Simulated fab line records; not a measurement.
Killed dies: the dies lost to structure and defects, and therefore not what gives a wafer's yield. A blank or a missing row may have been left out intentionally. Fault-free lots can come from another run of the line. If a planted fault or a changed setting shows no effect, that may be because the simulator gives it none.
fab line records	flow sky130
record: lots: 6	wafers: 18	last-day: 50
route steps=708 shown SD_N@358 SD_P@359 RES_XHIGH@360 SALICIDE@361 LI_CONTACT@362 PAD_OPEN@708
lots untouched by any fault: they come from a run of this same line in which no faults occurred
start-h: the number of hours between the record's first day and the start of the first shown wafer of the lot	wait-h: hours elapsed since this lot's preceding step	" repeats the value in the row above	L1.1+2: a single row standing in for several wafers	- value missing, or start not given	* or withheld: withheld	< > ~ a bound
route shown NAME@n: names a module that has steps shown in the file, with the first one's number in the route	usual: mean and standard deviation over wafers with no fault	same: alike in all rows	chamber/n: place in a boat	sites: each site's reading	_std_site: the values' standard deviation	_edge_site: outer sites' mean less inner sites'	radius-mm: for every site, how far away it sits from the centre of the wafer	mask NAME#n: copy n	behind: the last tool/chamber to shape the wafer	hold: cause of the lot's hold/its duration in hours/its outcome	device: the transistor (n, p or np) that didn't switch	end of line: tests run on the same wafers once the route is complete	step lacking rows: just its recipe	killed: the dies lost at the first sort to structure and to defects; this is not the yield of the wafer	map: a wafer's dies, x killed, . not, _ none there
set.NAME: the setting as run; set.NAME@STEP: as run at that earlier step	model.NAME: the simulator's own value behind a step, which no gauge read
certain route steps with their lots: each step a table, each wafer a row
services: the hour from which a tool's chamber was out of use, counted from the record's first day as start-h (under 0 if before that day), plus the number of hours and why
== steps ==
step: SKY_SD_N_RS_MEAS_16
recipe: thk-meas-gauge: four-point-probe
usual: SD_N_RS: 68.49/0.11
lot.wafer	tool	chamber	start-h	wait-h	SD_N_RS[ohm/sq]
L784.1	film-metro-02	-	654.38	0.1	68.34
L784.4	"	-	"	"	68.51
L784.5	"	-	"	"	68.47
L785.2	film-metro-03	-	666.72	0.1	68.61
L785.4	"	-	"	"	68.60
L785.5	"	-	"	"	68.56
L794.1	film-metro-03	-	754.16	0.1	68.32
L794.3	"	-	"	"	68.54
L794.5	"	-	"	"	68.48
L796.2	film-metro-02	-	758.13	0.1	68.61
L796.4	"	-	"	"	68.51
L796.5	"	-	"	"	68.44
L805.2	film-metro-03	-	826.65	0.1	68.51
L805.4	"	-	"	"	68.45
L805.5	"	-	"	"	68.55
L806.1	film-metro-03	-	835.41	0.1	68.77
L806.2	"	-	"	"	68.62
L806.3	"	-	"	"	68.52
step: SKY_SD_N_RS_MEAS_17
recipe: thk-meas-gauge: four-point-probe
usual: SD_P_RS: 146.9/0.4
lot.wafer	tool	chamber	start-h	wait-h	SD_P_RS[ohm/sq]
L784.1	film-metro-02	-	654.50	0.1	146.8
L784.4	"	-	"	"	146.6
L784.5	"	-	"	"	147.0
L785.2	film-metro-03	-	666.84	0.1	147.0
L785.4	"	-	"	"	147.0
L785.5	"	-	"	"	147.0
L794.1	film-metro-03	-	754.28	0.1	147.3
L794.3	"	-	"	"	147.6
L794.5	"	-	"	"	147.5
L796.2	film-metro-02	-	758.25	0.1	146.6
L796.4	"	-	"	"	146.8
L796.5	"	-	"	"	146.6
L805.2	film-metro-03	-	826.77	0.1	146.9
L805.4	"	-	"	"	147.0
L805.5	"	-	"	"	146.9
L806.1	film-metro-03	-	835.53	0.1	147.2
L806.2	"	-	"	"	147.2
L806.3	"	-	"	"	147.1
step: SKY_SD_N_RS_MEAS_18
recipe: thk-meas-gauge: four-point-probe
usual: RES_XHIGH_RS: 332.9/1.2
lot.wafer	tool	chamber	start-h	wait-h	RES_XHIGH_RS[ohm/sq]
L784.1	film-metro-02	-	654.62	0.1	331.2
L784.4	"	-	"	"	331.1
L784.5	"	-	"	"	331.0
L785.2	film-metro-03	-	666.96	0.1	333.9
L785.4	"	-	"	"	332.6
L785.5	"	-	"	"	334.5
L794.1	film-metro-03	-	754.40	0.1	333.2
L794.3	"	-	"	"	334.1
L794.5	"	-	"	"	333.3
L796.2	film-metro-02	-	758.37	0.1	333.9
L796.4	"	-	"	"	333.8
L796.5	"	-	"	"	332.9
L805.2	film-metro-03	-	826.89	0.1	332.2
L805.4	"	-	"	"	333.5
L805.5	"	-	"	"	332.5
L806.1	film-metro-03	-	835.65	0.1	331.2
L806.2	"	-	"	"	333.0
L806.3	"	-	"	"	332.8
step: SKY_SALICIDE_CLEAN_00
recipe: chemistry: HF-last	time-s: 30	dilution: 100:1	dry: ipa-marangoni
step: SKY_LI_CONTACT_HDPCVD_00
recipe: material: PSG	target-thk-nm: 930	sigma-open-frac: 0.3	time-s: 155	temp-c: 600	sih4-flow-sccm: 60	pressure-mtorr: 6
step: SKY_LI_CONTACT_THK_MEAS_01
recipe: reads: PSG_of_LI_CONTACT_HDPCVD_00
usual: LI_CONTACT_HDPCVD_THK: 932/9.5
lot.wafer	tool	chamber	start-h	wait-h	LI_CONTACT_HDPCVD_THK[nm]
L784.1	film-metro-03	-	654.86	0.1	933
L784.4	"	-	"	"	942
L784.5	"	-	"	"	935
L785.2	film-metro-03	-	667.20	0.1	929
L785.4	"	-	"	"	917
L785.5	"	-	"	"	937
L794.1	film-metro-02	-	754.64	0.1	928
L794.3	"	-	"	"	922
L794.5	"	-	"	"	924
L796.2	film-metro-04	-	758.61	0.1	930
L796.4	"	-	"	"	930
L796.5	"	-	"	"	931
L805.2	film-metro-02	-	827.13	0.1	932
L805.4	"	-	"	"	929
L805.5	"	-	"	"	934
L806.1	film-metro-03	-	835.89	0.1	946
L806.2	"	-	"	"	931
L806.3	"	-	"	"	950
step: SKY_LI_CONTACT_CMP_02
recipe: material: PSG	down-force-psi: 4	platen-rpm: 60	pad-velocity-m-s: 0.94248
usual: motor-current-A: 11.9/1	slurry-flow-ml-min: 149.9/0.5	time-to-endpoint-s: 32.9/2.8
lot.wafer	tool	chamber	start-h	wait-h	motor-current-A	slurry-flow-ml-min	time-to-endpoint-s
L784.1	cmp-02	3	654.92	0.1	11.6	150.3	36.9
L784.4	"	0	"	"	11.0	150.2	33.3
L784.5	"	3	"	"	11.9	149.4	33.9
L785.2	cmp-01	0	667.25	0.0	13.8	150.3	36.3
L785.4	"	2	"	"	13.5	150.3	31.0
L785.5	"	1	"	"	10.4	149.9	36.5
L794.1	cmp-02	3	754.70	0.1	11.3	150.0	35.4
L794.3	"	2	"	"	12.1	149.6	28.2
L794.5	"	0	"	"	10.6	149.6	33.6
L796.2	cmp-02	3	758.66	0.0	11.2	150.7	36.9
L796.4	"	2	"	"	10.9	150.0	33.6
L796.5	"	0	"	"	11.1	150.3	34.7
L805.4	cmp-01	0	827.18	0.0	13.9	149.9	35.5
L805.2	"	2	"	"	13.8	149.2	26.4
L805.5	"	1	"	"	10.7	149.5	28.8
L806.1	cmp-01	0	835.95	0.1	12.9	149.3	34.6
L806.3	"	2	"	"	13.3	150.9	34.2
L806.2	"	3	"	"	11.5	149.3	32.6
step: SKY_LI_CONTACT_BOW_MEAS_03
recipe: mode: bow
usual: LI_CONTACT_BOW: 55/6.9
lot.wafer	tool	chamber	start-h	wait-h	LI_CONTACT_BOW[um]
L784.1	film-metro-04	-	655.22	0.2	61
L784.4	"	-	"	"	50
L784.5	"	-	"	"	45
L785.2	film-metro-03	-	667.57	0.3	54
L785.4	"	-	"	"	52
L785.5	"	-	"	"	62
L794.1	film-metro-03	-	755.01	0.3	62
L794.3	"	-	"	"	57
L794.5	"	-	"	"	60
L796.2	film-metro-03	-	758.98	0.3	59
L796.4	"	-	"	"	52
L796.5	"	-	"	"	71
L805.2	film-metro-03	-	827.50	0.2	54
L805.4	"	-	"	"	42
L805.5	"	-	"	"	56
L806.1	film-metro-04	-	836.25	0.2	54
L806.2	"	-	"	"	67
L806.3	"	-	"	"	43
step: SKY_LI_CONTACT_DEHYDRATE_04
recipe: temp-c: 200	time-s: 60
step: SKY_LI_CONTACT_HMDS_05
recipe: prime-time-s: 60	prime-temp-c: 120
step: SKY_LI_CONTACT_COAT_06
recipe: resist: BARC	temp-c: withheld	time-s: withheld	spin-rpm: 3000	resist-thk-nm: 60
step: SKY_LI_CONTACT_COAT_07
recipe: resist: KrF-thick	spin-rpm: 3000	resist-thk-nm: 450
step: SKY_LI_CONTACT_SOFTBAKE_08
recipe: temp-c: 100	time-s: 90	resist: KrF-thick
usual: heater-power-total-W: 57.35/0.12	plate-temp-C: 100.00/0.11
lot.wafer	tool	chamber	start-h	wait-h	heater-power-total-W	plate-temp-C
L784.1	litho-track-01	0	669	-	57.23	100.08
L784.4	"	0	"	"	57.39	99.88
L784.5	"	0	"	"	57.36	100.00
L785.2	litho-track-03	0	681	-	57.52	99.79
L785.4	"	0	"	"	57.37	99.96
L785.5	"	0	"	"	57.29	99.84
L794.1	litho-track-03	0	768	-	56.16	98.48
L794.3	"	0	"	"	55.94	98.24
L794.5	"	0	"	"	55.94	98.34
L796.2	litho-track-03	0	773	-	55.89	98.26
L796.4	"	0	"	"	55.95	98.30
L796.5	"	0	"	"	55.91	98.22
L805.2	litho-track-02	0	840	-	57.64	100.05
L805.4	"	0	"	"	57.41	99.91
L805.5	"	0	"	"	57.24	100.07
L806.1	litho-track-03	0	849	-	57.36	99.92
L806.2	"	0	"	"	57.33	100.12
L806.3	"	0	"	"	57.30	100.11
step: SKY_LI_CONTACT_EXPOSE_09
recipe: mask-id: LICM1	na: 0.8	source-shape: annular	sigma-inner: 0.55	sigma-outer: 0.85	target-cd-nm: 170	dose-mj: 38
step: SKY_PAD_OPEN_PROBE_99
usual: killed_at_M0_to_M3: 46/6.7	killed_at_M4_up: 3.3/2	killed-at-contacts: 24/5.4	killed-at-front-end: 15/4.3	killed-at-other: 0.4/0.64	killed-dies: 89/9.1	killed-open: 48/7.2	killed-short: 40/6.3
same: gross-dies: 492	killed-at-back-side: 0
lot.wafer	tool	chamber	start-h	wait-h	killed_at_M0_to_M3	killed_at_M4_up	killed-at-contacts	killed-at-front-end	killed-at-other	killed-dies	killed-open	killed-short
L784.1	prober-01	-	1086.23	0.1	44	8	23	14	0	89	40	49
L784.4	prober-01	-	1086.38	0.2	51	4	20	15	1	91	52	39
L784.5	prober-01	-	1086.43	0.2	44	3	34	13	0	94	59	35
L785.2	prober-02	-	1093.21	0.1	42	5	27	15	0	89	51	37
L785.4	prober-02	-	1093.31	0.2	50	0	29	16	2	97	48	46
L785.5	prober-02	-	1093.36	0.2	55	4	28	16	1	104	39	65
L794.1	prober-02	-	1156.81	0.1	45	6	32	19	2	104	53	51
L794.3	prober-02	-	1156.91	0.2	34	5	27	16	1	83	46	37
L794.5	prober-02	-	1157.01	0.2	46	2	27	23	2	100	49	50
L796.2	prober-02	-	1162.71	0.1	56	2	32	11	0	101	54	47
L796.4	prober-02	-	1162.81	0.2	56	4	30	9	0	99	55	44
L796.5	prober-02	-	1162.86	0.2	48	4	33	9	0	94	50	44
L805.2	prober-01	-	1203.75	0.1	50	2	19	15	0	86	48	38
L805.4	prober-01	-	1203.85	0.2	52	5	23	9	0	89	51	38
L805.5	prober-01	-	1203.90	0.2	48	5	20	14	0	87	51	36
L806.1	prober-01	-	1209.31	0.1	43	3	21	19	1	87	36	51
L806.2	prober-01	-	1209.36	0.1	46	2	23	15	0	86	48	38
L806.3	prober-01	-	1209.41	0.2	47	4	22	22	0	95	49	46
killed by level:class
L784.1 CONTACT:geometric-particle:open=9 METAL1:geometric-particle:short=9 VIA3:geometric-particle:open=8 VIA1:geometric-particle:open=7 METAL4:geometric-particle:short=7 LI_CONTACT:geometric-particle:open=6 POLY_GATE:geometric-particle:short=5 VIA2:geometric-particle:open=5
L784.4 VIA1:geometric-particle:open=11 LI_CONTACT:geometric-particle:open=9 VIA2:geometric-particle:open=9 METAL2:geometric-particle:short=8 CONTACT:geometric-particle:open=6 VIA3:geometric-particle:open=6 FIELD_ISO:geometric-particle:open=5 VIA2:geometric-particle:short=5
L784.5 CONTACT:geometric-particle:open=17 VIA1:geometric-particle:open=9 LI_CONTACT:geometric-particle:open=7 VIA2:geometric-particle:open=7 VIA3:geometric-particle:open=7 VIA2:geometric-particle:short=5 CONTACT:geometric-particle:short=5 POLY_GATE:geometric-particle:short=4
L785.2 VIA1:geometric-particle:open=13 CONTACT:geometric-particle:open=11 VIA2:geometric-particle:open=7 FIELD_ISO:geometric-particle:open=5 LI_CONTACT:geometric-particle:open=5 CONTACT:geometric-particle:short=5 VIA1:geometric-particle:short=5 METAL4:geometric-particle:short=5
L785.4 CONTACT:geometric-particle:open=14 VIA1:geometric-particle:open=8 VIA3:geometric-particle:open=8 FIELD_ISO:geometric-particle:short=6 METAL2:geometric-particle:short=6 METAL1:geometric-particle:short=6 VIA1:geometric-particle:short=6 VIA2:geometric-particle:short=5
L785.5 METAL2:geometric-particle:short=12 VIA1:geometric-particle:open=9 CONTACT:geometric-particle:short=9 VIA3:geometric-particle:short=7 VIA3:geometric-particle:open=7 CONTACT:geometric-particle:open=6 METAL3:geometric-particle:short=6 FIELD_ISO:geometric-particle:short=5
L794.1 CONTACT:geometric-particle:open=11 LI_CONTACT:geometric-particle:open=7 METAL1:geometric-particle:short=7 VIA1:geometric-particle:open=7 METAL2:geometric-particle:short=7 FIELD_ISO:geometric-particle:open=6 CONTACT:geometric-particle:short=6 POLY_GATE:geometric-particle:open=5
L794.3 VIA1:geometric-particle:open=11 CONTACT:geometric-particle:open=9 FIELD_ISO:geometric-particle:open=6 VIA2:geometric-particle:open=6 LI_CONTACT:geometric-particle:open=6 FIELD_ISO:geometric-particle:short=4 LOCAL_INTERCONNECT:geometric-particle:short=4 CONTACT:geometric-particle:short=4
L794.5 CONTACT:geometric-particle:open=10 LI_CONTACT:geometric-particle:open=9 FIELD_ISO:geometric-particle:short=8 VIA1:geometric-particle:open=8 POLY_GATE:geometric-particle:short=6 METAL2:geometric-particle:short=6 VIA2:geometric-particle:open=5 VIA2:geometric-particle:short=5
L796.2 CONTACT:geometric-particle:open=12 VIA2:geometric-particle:open=9 VIA1:geometric-particle:open=9 LI_CONTACT:geometric-particle:open=7 CONTACT:geometric-particle:short=7 VIA3:geometric-particle:open=7 METAL1:geometric-particle:short=6 METAL2:geometric-particle:short=5
L796.4 VIA1:geometric-particle:open=15 CONTACT:geometric-particle:open=10 LI_CONTACT:geometric-particle:open=9 VIA3:geometric-particle:open=8 METAL2:geometric-particle:short=7 FIELD_ISO:geometric-particle:open=5 VIA2:geometric-particle:open=5 METAL1:geometric-particle:short=5
L796.5 CONTACT:geometric-particle:open=15 VIA3:geometric-particle:open=9 VIA1:geometric-particle:short=9 VIA1:geometric-particle:open=9 LI_CONTACT:geometric-particle:open=7 FIELD_ISO:geometric-particle:short=6 CONTACT:geometric-particle:short=6 METAL2:geometric-particle:short=6
L805.2 VIA3:geometric-particle:open=9 VIA1:geometric-particle:open=9 METAL2:geometric-particle:short=9 LI_CONTACT:geometric-particle:open=6 CONTACT:geometric-particle:open=6 FIELD_ISO:geometric-particle:open=5 POLY_GATE:geometric-particle:short=4 POLY_GATE:geometric-particle:open=4
L805.4 VIA1:geometric-particle:open=12 VIA3:geometric-particle:open=10 LI_CONTACT:geometric-particle:open=9 CONTACT:geometric-particle:open=7 FIELD_ISO:geometric-particle:short=5 VIA1:geometric-particle:short=5 METAL1:geometric-particle:short=4 VIA3:geometric-particle:short=4
L805.5 VIA1:geometric-particle:open=13 VIA3:geometric-particle:open=10 CONTACT:geometric-particle:open=9 LI_CONTACT:geometric-particle:open=7 FIELD_ISO:geometric-particle:short=6 METAL2:geometric-particle:short=5 METAL1:geometric-particle:short=4 VIA2:geometric-particle:short=4
L806.1 VIA1:geometric-particle:open=8 CONTACT:geometric-particle:short=6 METAL3:geometric-particle:short=6 POLY_GATE:geometric-particle:open=5 POLY_GATE:geometric-particle:short=5 LI_CONTACT:geometric-particle:short=5 VIA2:geometric-particle:open=5 METAL1:geometric-particle:open=5
L806.2 VIA1:geometric-particle:open=13 CONTACT:geometric-particle:open=10 VIA2:geometric-particle:open=9 METAL1:geometric-particle:short=6 FIELD_ISO:geometric-particle:open=5 POLY_GATE:geometric-particle:open=4 CONTACT:geometric-particle:short=4 VIA2:geometric-particle:short=4
L806.3 METAL2:geometric-particle:short=10 VIA1:geometric-particle:open=8 VIA3:geometric-particle:open=7 POLY_GATE:geometric-particle:open=7 LI_CONTACT:geometric-particle:open=7 VIA1:geometric-particle:short=7 CONTACT:geometric-particle:open=6 SPACER:geometric-particle:short=5
== services ==
tool	chamber	start-h	hours	kind
cmp-01	-	668.98	0.3	repair
cmp-02	-	715.18	0.3	repair
cmp-02	-	744.08	4.0	pm
cmp-02	-	748.08	-	consumable-replace:conditioner
cmp-02	-	748.08	-	consumable-replace:pad
cmp-02	-	748.08	4.9	pm
cmp-02	-	814.68	1.3	repair
== key ==
first-sign: step: SKY_LI_CONTACT_SOFTBAKE_08	reading: plate-temp-C	direction: down	sigmas: 15	usual: *	struck: *
effect: step: SKY_LI_CONTACT_SOFTBAKE_08	reading: heater-power-total-W	direction: down	sigmas: 12	usual: *	struck: *
met-at SKY_LI_CONTACT_SOFTBAKE_08
struck-wafers L794.1,L794.3,L794.5,L796.2,L796.4,L796.5
tester-left-out L794,L796
onset-between 681 768
fault: kind: process-parameter-drift	tool: litho-track-03	chamber: -	onset-h: 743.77	steps: SKY_LI_CONTACT_SOFTBAKE_08	channel: temp-c	offset: *	shape: step	end-h: 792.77	acts-in: *	stated: *
tester-left-out: of these lots the tester's yield and bins aren't shown, on N5 and GAA mostly nor the transistor test; their killed dies are dies lost to structure and defects alone, not to doping, threshold or leakage, so they don't give the yield
